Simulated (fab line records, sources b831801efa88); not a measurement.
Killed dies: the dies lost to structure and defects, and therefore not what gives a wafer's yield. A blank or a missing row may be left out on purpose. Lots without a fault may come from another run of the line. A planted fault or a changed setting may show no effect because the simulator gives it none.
A lot that was struck, set against a sound lot :: flow sky130 :: 18 steps out of a route of 708
Sound: the wafers L714.1, L714.2, L714.6. Struck: wafer L733.3 (L733.1, L733.6, from the same lot, were not struck and are left out); the cause is given at the end.
For every step that has rows: the tool of each side, followed by ch and its chambers, followed by its first start. Under that, the readings that differ: sound wafers :: struck wafers :: difference of the means :: sigmas: that difference in standard deviations of wafers without a fault.
alike: readings with means less than 2 such deviations apart, plus words and numbers identical on both sides. not compared: withheld readings, readings lacking a value on some wafer, bounds such as >300 that could conceal the same value, and numbers that have no deviation in the record and whose values overlap.
Wherever a step has rows on one side only, a row that says differs or no value, or a row with sigmas, the two part there. Numbers that have no deviation but don't overlap get no sigmas and don't part them. Lack of a reading on every wafer of one side parts them only where that side has two or more wafers.

first, 5 steps without rows for these wafers: SKY_VIA4_COAT_06 (resist thk 1140 nm); SKY_VIA4_SOFTBAKE_07 (time 60 s); SKY_VIA4_EXPOSE_08 (exposes mask VIM4, target cd 800 nm); SKY_VIA4_PEB_09; SKY_VIA4_DEVELOP_10 (develop time 60 s).
SKY_VIA4_OVL_MEAS_11:
  struck on overlay-01, day 48 01:40; sound on overlay-01, day 43 03:10
  alike: VIA4_OVL
SKY_VIA4_ETCH_12: etches SiO2 in C4F8/O2/Ar, stops on TiN, target depth 580 nm.
  sound on rieDiel-04 ch 0,1,2, day 43 03:12; struck on rieDiel-04 ch 3, day 48 01:42
  alike: oesProductAu
SKY_VIA4_STRIP_13: strips in O2/N2.
  sound on plasmaAsher-02 ch 0,1, day 43 03:16; struck on plasmaAsher-01 ch 1, day 48 01:46
  alike: drypumpMotorCurrentA, oesProductAu, stripTimeToEndpointS
  not compared: rfHoursCounterH
then, 3 steps without rows for these wafers: SKY_VIA4_STRIP_14 (strips in post etch residue remover, time 1200 s); SKY_VIA4_CLEAN_15 (cleans in IPA, time 180 s); SKY_VIA4_CLEAN_16 (cleans in O3/DIW).
SKY_VIA4_SPUTTER_17: material TiN, target thk 20 nm, time 80 s.
  struck on pvdSputter-01, day 48 02:24; sound on pvdSputter-01, day 43 03:54
reading: chamberPressurePa (Pa)
sound: 5.003 5.010 5.014
struck: 4.983
difference: -0.026
sigmas: -3
  alike: cathodeDcPowerW, throttleValvePct
SKY_VIA4_CVD_18: deposits W, target thk 505 nm, time 152.14 s.
  sound on cvdW-02 ch 0,1, day 43 03:58; struck on cvdW-02 ch 0, day 48 02:28
reading: heaterPowerOuterW (W)
sound: 504 536 540
struck: 453
difference: -74
sigmas: -4

reading: susceptorTempC (C)
sound: 400.34 400.20 399.93
struck: 384.52
difference: -15.64
sigmas: -65

reading: model.W_of_VIA4_CVD_18.thkNm (nm)
sound: 507.7 501.1 496.7
struck: 379.3
difference: -122.5
sigmas: 
  alike: heaterPowerW
SKY_VIA4_RS_MEAS_19: measurement is done with a four-point probe.
  struck on filmMetro-04, day 48 02:37; sound on filmMetro-01, day 43 04:07
reading: VIA4_W_RS (ohm/sq)
sound: 0.225 0.228 0.230
struck: 0.302
difference: +0.074
sigmas: +17
SKY_VIA4_THK_MEAS_20: measures by xrf.
  struck on filmMetro-04, day 48 02:44; sound on filmMetro-01, day 43 04:14
reading: VIA4_W_THK (nm)
sound: 508 500 494
struck: 374
difference: -127
sigmas: -13
SKY_VIA4_CMP_21: polishes, stops on SiO2, t overpolish 25 s, target thk 0 nm.
  sound on cmp-01 ch 2,3, day 43 04:17; struck on cmp-01 ch 1, day 48 02:47
reading: timeToEndpointS (s)
sound: 122 116 122
struck: 96
difference: -24
sigmas: -5
  alike: motorCurrentA
SKY_METAL5_SPUTTER_00: material Ti, target thk 15 nm, time 10 s.
  struck on pvdSputter-04, day 48 03:05; sound on pvdSputter-02, day 43 04:35
  alike: cathodeDcPowerW, chamberPressurePa, throttleValvePct
-- the record jumps here: 2 days lie between the struck wafers' starts before and after (it left off in module METAL5 and takes up again in module PAD_OPEN, whose first step shown is number 708 of the route) --
SKY_PAD_OPEN_PROBE_99:
  struck on prober-02, day 50 11:41; sound on prober-01, day 46 01:14
reading: killed_at_M0_to_M3
sound: 47 55 51
struck: 36
difference: -15
sigmas: -2

reading: killedAtContacts
sound: 28 25 19
struck: 38
difference: +14
sigmas: +3
  alike: defectLimitedYield, killed_at_M4_up, killedAtFrontEnd, killedAtOther, killedDies, killedOpen, killedShort, sort_bin_3_pad_short, sort_bin_5_function, sort_bin_6_memory, sortNPass, sortYieldPct

WHERE THEY PART
Earliest at SKY_VIA4_SPUTTER_17; latest, in this record, at SKY_PAD_OPEN_PROBE_99.

WHY: the cause the simulator had injected
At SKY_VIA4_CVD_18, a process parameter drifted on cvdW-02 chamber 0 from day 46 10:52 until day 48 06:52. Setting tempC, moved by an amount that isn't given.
